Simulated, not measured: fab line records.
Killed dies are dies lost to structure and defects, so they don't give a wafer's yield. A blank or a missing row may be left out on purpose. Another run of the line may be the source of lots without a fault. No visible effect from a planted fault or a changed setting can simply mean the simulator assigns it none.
Struck lot and sound lot, side by side + flow gf180mcu + 16 steps out of a route of 602
Sound: these wafers, L689.1, L689.2, L689.5. Wafers L695.1, L695.4, L695.6 were the ones struck. The cause is given at the end.
At each step with rows: each side's tool, then ch and its chambers, then its first start. Under that, the readings that differ: sound wafers + struck wafers + difference of the means + sigmas: that difference in standard deviations of wafers without a fault.
alike: readings whose means differ by less than 2 such deviations, and words and numbers that are the same on both sides. not compared: withheld readings, readings that some wafer has no value for, bounds like >300 that may hide the same value, and numbers for which the record gives no deviation and whose values overlap.
A row with sigmas, a row that says differs or no value, or rows on one side alone: a step with any of these is where the two part. Numbers that have no deviation but don't overlap get no sigmas and don't part them. Lack of a reading on every wafer of one side parts them only where that side has two or more wafers.

first, 3 steps without rows for these wafers: GF_V5_EXPOSE_11 (exposes mask Via5, target cd 260 nm); GF_V5_PEB_12 (peb time 90 s); GF_V5_DEVELOP_13 (develop time 60 s).
GF_V5_CD_MEAS_14 targets a cd of 260 nm.
  sound on cd sem-01 at day 29 01:38; struck on cd sem-02 at day 30 17:17
  alike: cd nm
GF_V5_OVL_MEAS_15:
  sound on overlay-01 at day 29 01:45; struck on overlay-01 at day 30 17:24
  alike: V5_OVL
GF_V5_ETCH_16: etches BARC in N2/H2.
  sound on rie diel-03 ch 0,1, day 29 01:47; struck on rie diel-04 ch 0,1,2, day 30 17:26
  alike: drypump motor current A, oes product au, throttle valve pct
GF_V5_ETCH_17: etches SiO2 in C4F8/O2/Ar, stops on TiN, target depth 855 nm.
  sound: rie diel-03 ch 0,1; struck: rie diel-04 ch 0,1,2
  alike: oes product au
GF_V5_STRIP_18: strips in O2/N2.
  sound on plasma asher-04 ch 0,1, day 29 01:56; struck on plasma asher-04 ch 1, day 30 17:35
  alike: drypump motor current A, heater power w, oes product au
  not compared: rf hours counter h
then, 2 steps without rows for these wafers: GF_V5_STRIP_19 (strips in post etch residue remover, time 1200 s); GF_V5_CLEAN_20 (cleans in DIW).
GF_V5_SPUTTER_21: material Ti, target thk 15 nm, time 80.02 s.
  sound on pvd sputter-03 at day 29 02:28; struck on pvd sputter-03 at day 30 18:08
  alike: throttle valve pct
GF_V5_SPUTTER_22: material TiN, target thk 10 nm, time 40 s.
  sound on pvd sputter-03 at day 29 02:32; struck on pvd sputter-03 at day 30 18:11
  alike: throttle valve pct
GF_V5_CVD_23: deposits W, target thk 350 nm, time 104.9 s.
  sound on cvd w-01 ch 0,1, day 29 02:34; struck on cvd w-01 ch 0,1, day 30 18:14
  no value came back on the struck wafers for chamber pressure Torr (Torr), heater power outer w (W), heater power w (W); on the sound wafers chamber pressure Torr (Torr) reads 40.04 40.00 39.97
GF_V5_RS_MEAS_24: measures by four-point-probe.
  sound on film metro-03 at day 29 02:41; struck on film metro-01 at day 30 18:20
| reading          | sound             | struck               | difference | sigmas      |
|------------------|-------------------|----------------------|------------|-------------|
| V5_W_RS (ohm/sq) | 0.329 0.326 0.333 | 43.375 43.502 43.287 | +43.059    | +99 or more |
GF_V5_THK_MEAS_25: measures by xrf.
  sound on film metro-03 at day 29 02:48; struck on film metro-01 at day 30 18:28
  not compared: V5_W_THK
GF_V5_CMP_26: polishes, stops on SiO2, t overpolish 15 s, target thk 0 nm.
  sound on cmp-01 ch 0,1,3, day 29 02:52; struck on cmp-02 ch 0,2, day 30 18:34
| reading                | sound    | struck | difference | sigmas |
|------------------------|----------|--------|------------|--------|
| time to endpoint s (s) | 87 87 88 | 3 3 4  | -84        | -20    |
  alike: head pressure psi, motor current A, slurry flow ml min

== WHERE THEY PART ==
At GF_V5_CVD_23 first; at GF_V5_CMP_26 last (within this record only).

WHY: whatever the simulator had introduced
Skipped step whole: cvd w-01, from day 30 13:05 on, at GF_V5_CVD_23. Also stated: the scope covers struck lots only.
